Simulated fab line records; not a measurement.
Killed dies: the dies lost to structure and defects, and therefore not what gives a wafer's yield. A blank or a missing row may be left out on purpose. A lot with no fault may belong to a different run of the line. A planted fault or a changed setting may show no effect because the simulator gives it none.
Check for tools in common | flow gf180mcu | Sampled: 13 lots, 39 wafers

== THE REASON FOR OPENING IT ==
At GF_VT_IMPLANT_TW_MEAS_10 the reading VT_IMPLANT_TW is flagged on 2 of 13 lots. Fault-free wafers read 559, with a standard deviation of 6.
Rule: a lot gets a flag if all its wafers with a number sit over 4 standard deviations from that mean, or if no wafer of it has a number. All remaining lots are regarded as sound.

lot  | measured     | on            | VT_IMPLANT_TW, wafer by wafer | flag
L305 | day 5 16:45  | film-metro-03 | 566 566 565                   |
L307 | day 6 05:28  | film-metro-03 | 564 566 562                   |
L308 | day 6 09:41  | film-metro-03 | 562 563 565                   |
L309 | day 6 14:23  | film-metro-03 | 565 563 565                   |
L310 | day 7 00:18  | film-metro-03 | 563 561 563                   |
L311 | day 7 02:59  | film-metro-04 | 551 554 554                   |
L312 | day 7 09:46  | film-metro-04 | 557 552 554                   |
L316 | day 8 11:42  | film-metro-03 | 565 564 565                   |
L318 | day 9 02:05  | film-metro-03 | 587 588 590                   | FLAGGED
L321 | day 9 20:43  | film-metro-01 | 588 587 585                   | FLAGGED
L325 | day 10 18:01 | film-metro-01 | 560 561 558                   |
L326 | day 11 02:38 | film-metro-04 | 552 551 547                   |
L327 | day 11 05:49 | film-metro-03 | 563 565 561                   |
On average the flagged lots' numbers are 588, which is +28 against the usual, or +5 standard deviations.

== EACH LOT AND THE TOOL IT RAN ON ==
2 process steps preceding the reading are held in the record, out of 602 steps in the route. Each cell gives the tool, then ch followed by the chambers the sampled wafers passed through, then the start.
lot  | flag    | GF_MVPSD_STRIP_10                    | GF_VT_IMPLANT_IMPLANT_08
L305 |         | plasma-asher-03 ch 1, day 5 01:49    | implanter-04 ch 0, day 5 16:31
L307 |         | plasma-asher-04 ch 0,1, day 5 14:53  | implanter-04 ch 0, day 6 05:13
L308 |         | plasma-asher-04 ch 0,1, day 5 18:52  | implanter-02 ch 0, day 6 09:28
L309 |         | plasma-asher-03 ch 0,1, day 5 23:04  | implanter-04 ch 0, day 6 14:09
L310 |         | plasma-asher-01 ch 0,1, day 6 08:49  | implanter-02 ch 0, day 7 00:04
L311 |         | plasma-asher-04 ch 0,1, day 6 11:28  | implanter-04 ch 0, day 7 02:46
L312 |         | plasma-asher-03 ch 0,1, day 6 18:16  | implanter-02 ch 0, day 7 09:32
L316 |         | plasma-asher-04 ch 1, day 7 19:01    | implanter-03 ch 0, day 8 11:27
L318 | FLAGGED | plasma-asher-04 ch 0,1, day 8 08:52  | implanter-02 ch 0, day 9 01:50
L321 | FLAGGED | plasma-asher-04 ch 0,1, day 9 02:42  | implanter-02 ch 0, day 9 20:29
L325 |         | plasma-asher-04 ch 0,1, day 10 00:05 | implanter-03 ch 0, day 10 17:47
L326 |         | plasma-asher-03 ch 0,1, day 10 08:22 | implanter-04 ch 0, day 11 02:24
L327 |         | plasma-asher-01 ch 0,1, day 10 11:41 | implanter-04 ch 0, day 11 05:34
What is done by these steps:
- GF_MVPSD_STRIP_10: strips in O2/N2.
- GF_VT_IMPLANT_IMPLANT_08
- GF_VT_IMPLANT_TW_MEAS_10

== FLAGGED OVER TOTAL, TOOL BY TOOL (the gauges that took the reading come last) ==
step                     | tool            | lots run | flagged | share of the flagged lots | sound lots run after its first flagged lot
GF_MVPSD_STRIP_10        | plasma-asher-01 | 2        | 0       | none                      | -
GF_MVPSD_STRIP_10        | plasma-asher-03 | 4        | 0       | none                      | -
GF_MVPSD_STRIP_10        | plasma-asher-04 | 7        | 2       | all                       | 1 (L325)
GF_VT_IMPLANT_IMPLANT_08 | implanter-02    | 5        | 2       | all                       | 0
GF_VT_IMPLANT_IMPLANT_08 | implanter-03    | 2        | 0       | none                      | -
GF_VT_IMPLANT_IMPLANT_08 | implanter-04    | 6        | 0       | none                      | -
GF_VT_IMPLANT_TW_MEAS_10 | film-metro-01   | 2        | 1       | some                      | 1 (L325)
GF_VT_IMPLANT_TW_MEAS_10 | film-metro-03   | 8        | 1       | some                      | 1 (L327)
GF_VT_IMPLANT_TW_MEAS_10 | film-metro-04   | 3        | 0       | none                      | -

== WHAT THE TABLE ALLOWS ==
In 2 table rows, all flagged lots were run: plasma-asher-04 (GF_MVPSD_STRIP_10), implanter-02 (GF_VT_IMPLANT_IMPLANT_08).
- plasma-asher-04 at GF_MVPSD_STRIP_10 ran 7 lots, 2 of them flagged. Lots that were sound ran on it after the first flagged one (L325); a persistent fault on the entire tool would not allow that.
- implanter-02 at GF_VT_IMPLANT_IMPLANT_08 ran 5 lots, 2 of them flagged. A fault beginning between L312 (day 7 09:32), its last sound lot, and L318 (day 9 01:50), its first flagged one, fits the data. Its own readings lie more than 4 standard deviations out on every wafer of the flagged lots: beam-on-s, faraday-current-uA.
implanter-02 at GF_VT_IMPLANT_IMPLANT_08 is the single tool remaining.

== WHAT THE SIMULATOR HAD PUT IN ==
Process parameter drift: implanter-02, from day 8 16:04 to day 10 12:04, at GF_VT_IMPLANT_IMPLANT_08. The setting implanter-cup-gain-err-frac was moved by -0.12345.
Struck lots among those shown: L318, L321. Same finding as the rule above.
